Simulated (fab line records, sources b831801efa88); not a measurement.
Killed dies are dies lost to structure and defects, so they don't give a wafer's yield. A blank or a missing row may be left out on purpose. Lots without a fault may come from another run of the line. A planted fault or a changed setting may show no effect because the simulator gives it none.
Which tool did it? | flow sky130 | 11 lots, 33 wafers sampled, at 5 steps of a route of 708

WHAT THE GAUGES READ, wafer by wafer
SKY_POLY_GATE_THK_MEAS_01.
lot  | measured     | on            | POLY_GATE_CVD_00_THK (nm)
L365 | day 13 17:31 | film_metro-04 | 180.0 178.9 179.7
L366 | day 14 05:14 | film_metro-02 | 179.5 182.1 180.3
L374 | day 16 17:35 | film_metro-03 | 178.9 180.1 179.5
L375 | day 17 10:20 | film_metro-02 | 178.5 179.0 179.4
L376 | day 18 09:08 | film_metro-03 | 144.9 144.7 146.3
L377 | day 18 10:19 | film_metro-02 | 145.8 143.1 145.9
L378 | day 18 10:19 | film_metro-03 | 144.5 142.8 144.1
L385 | day 21 08:14 | film_metro-02 | 184.4 181.1 180.5
L386 | day 21 12:22 | film_metro-04 | 182.5 181.2 183.1
L387 | day 21 21:01 | film_metro-04 | 179.6 179.3 179.0
L388 | day 22 05:26 | film_metro-02 | 181.9 182.1 181.7

SKY_METAL1_THK_MEAS_06: measures by xrf.
lot  | measured     | on            | METAL1_ALCU_THK (nm)
L365 | day 31 13:17 | film_metro-02 | 253 254 255
L366 | day 32 03:55 | film_metro-01 | 250 253 248
L374 | day 34 08:19 | film_metro-02 | 256 256 255
L375 | day 34 19:52 | film_metro-02 | 256 255 258
L376 | day 35 17:06 | film_metro-03 | 254 247 253
L377 | day 35 20:58 | film_metro-03 | 252 254 253
L378 | day 35 21:53 | film_metro-01 | 253 257 255
L385 | day 38 05:11 | film_metro-03 | 247 251 249
L386 | day 38 06:57 | film_metro-01 | 247 254 249
L387 | day 38 14:46 | film_metro-03 | 249 251 250
L388 | day 39 03:14 | film_metro-02 | 247 249 249

WHICH TOOL RAN EACH LOT (tool, then ch and the chambers of the sampled wafers, then the start)
lot  | SKY_NWELL_RTA_28                 | SKY_POLY_GATE_CVD_00        | SKY_POLY_GATE_ETCH_17
L365 | rtp_anneal-02 ch 0, day 5 02:38  | lpcvd-01 ch 1, day 13 16:19 | rie_si-02 ch 0,1,2, day 16 00:05
L366 | rtp_anneal-01 ch 0, day 5 10:37  | lpcvd-01 ch 1, day 14 04:02 | rie_si-02 ch 0,3, day 16 22:05
L374 | rtp_anneal-01 ch 0, day 7 05:16  | lpcvd-01 ch 1, day 16 15:46 | rie_si-01 ch 2,3, day 19 13:56
L375 | rtp_anneal-02 ch 0, day 7 15:16  | lpcvd-01 ch 1, day 17 09:07 | rie_si-01 ch 2,3, day 20 05:44
L376 | rtp_anneal-02 ch 0, day 7 23:21  | lpcvd-01 ch 1, day 18 07:55 | rie_si-02 ch 0,2,3, day 21 02:26
L377 | rtp_anneal-01 ch 0, day 8 04:59  | lpcvd-01 ch 0, day 18 09:07 | rie_si-01 ch 0,1,3, day 21 05:47
L378 | rtp_anneal-01 ch 0, day 8 08:28  | lpcvd-01 ch 0, day 18 09:07 | rie_si-02 ch 0,1,3, day 21 06:05
L385 | rtp_anneal-01 ch 0, day 10 11:07 | lpcvd-01 ch 0, day 21 07:02 | rie_si-01 ch 0,2,3, day 24 00:05
L386 | rtp_anneal-02 ch 0, day 10 15:45 | lpcvd-01 ch 0, day 21 11:09 | rie_si-02 ch 0,2, day 24 04:50
L387 | rtp_anneal-01 ch 0, day 10 17:25 | lpcvd-01 ch 1, day 21 19:47 | rie_si-01 ch 0,3, day 24 13:29
L388 | rtp_anneal-02 ch 0, day 11 04:14 | lpcvd-01 ch 0, day 22 04:14 | rie_si-02 ch 0,3, day 24 20:32
- SKY_NWELL_RTA_28: time 30 s.
- SKY_POLY_GATE_CVD_00: deposits poly-Si, target thk 180 nm, time 720 s.
- SKY_POLY_GATE_ETCH_17: etches poly-Si in HBr/Cl2, stops on SiO2, target depth 180 nm, time 70.5 s.

WHAT THE TOOLS THEMSELVES READ (means of the sampled wafers that have a number; where no wafer has one, the mark that the record gives instead)
SKY_NWELL_RTA_28.
lot  | tool          | lamp_power_pct (%) | wafer_temp_C_max
L365 | rtp_anneal-02 | 25.29              | 1055.2
L366 | rtp_anneal-01 | 25.32              | 1055.5
L374 | rtp_anneal-01 | 25.28              | 1055.5
L375 | rtp_anneal-02 | 25.30              | 1054.5
L376 | rtp_anneal-02 | 25.31              | 1054.2
L377 | rtp_anneal-01 | 25.27              | 1054.8
L378 | rtp_anneal-01 | 25.34              | 1053.9
L385 | rtp_anneal-01 | 25.29              | 1054.9
L386 | rtp_anneal-02 | 25.31              | 1055.4
L387 | rtp_anneal-01 | 25.28              | 1054.6
L388 | rtp_anneal-02 | 25.30              | 1054.4

SKY_POLY_GATE_ETCH_17.
lot  | tool      | drypump_motor_current_A (A) | he_backside_leak_sccm (sccm) | oes_product_au (a.u.) | throttle_valve_pct (%)
L365 | rie_si-02 | 5.1                         | 2.60                         | 0.986                 | 33.679
L366 | rie_si-02 | 5.0                         | 2.90                         | 0.994                 | 33.686
L374 | rie_si-01 | 5.7                         | 2.41                         | 0.988                 | 33.684
L375 | rie_si-01 | 5.7                         | 2.49                         | 0.988                 | 33.683
L376 | rie_si-02 | 5.3                         | 2.83                         | 0.855                 | 33.690
L377 | rie_si-01 | 5.8                         | 2.65                         | 0.851                 | 33.686
L378 | rie_si-02 | 5.1                         | 2.76                         | 0.852                 | 33.692
L385 | rie_si-01 | 5.7                         | 2.54                         | 0.996                 | 33.689
L386 | rie_si-02 | 5.3                         | 2.72                         | 0.995                 | 33.681
L387 | rie_si-01 | 5.6                         | 2.69                         | 0.993                 | 33.679
L388 | rie_si-02 | 5.0                         | 2.77                         | 0.997                 | 33.696

THE ANSWER, worked out from the rows above alone
Rule: what is usual is taken from the lots themselves. Put in order of their means at a reading, lots are off if they are a third of the lots or fewer, leave a main group of 4 or more, and stand apart from it by a gap of 3 or more times the standard deviation of the main group's means; of several such gaps the widest counts. A main group whose means are all the same, to the digits that the tables above print for the reading, isn't used. A lot without any number at a reading at which 4 lots or more have one is off too. The other lots that the step has rows for count as sound. The gauges are gone through in route order, then the tools' own readings, and for those a lot's mean is taken as printed above. The first step at which some lot is off is used, and at that step the reading that is off furthest; a lot without a number counts as furthest.
Off: L376, L377, L378, at SKY_POLY_GATE_THK_MEAS_01 (POLY_GATE_CVD_00_THK). The main group: mean 180.5 nm, standard deviation 1.3.
A tool fits if, at a process step before that reading, it ran every lot that is off, and no sound lot after the first of them. The gauges at SKY_POLY_GATE_THK_MEAS_01 aren't tried: what is off there is off at SKY_POLY_GATE_ETCH_17 too, on other tools, and a gauge's error can't cause that. None of those tried fits.

WHAT THE SIMULATOR HAD PUT IN
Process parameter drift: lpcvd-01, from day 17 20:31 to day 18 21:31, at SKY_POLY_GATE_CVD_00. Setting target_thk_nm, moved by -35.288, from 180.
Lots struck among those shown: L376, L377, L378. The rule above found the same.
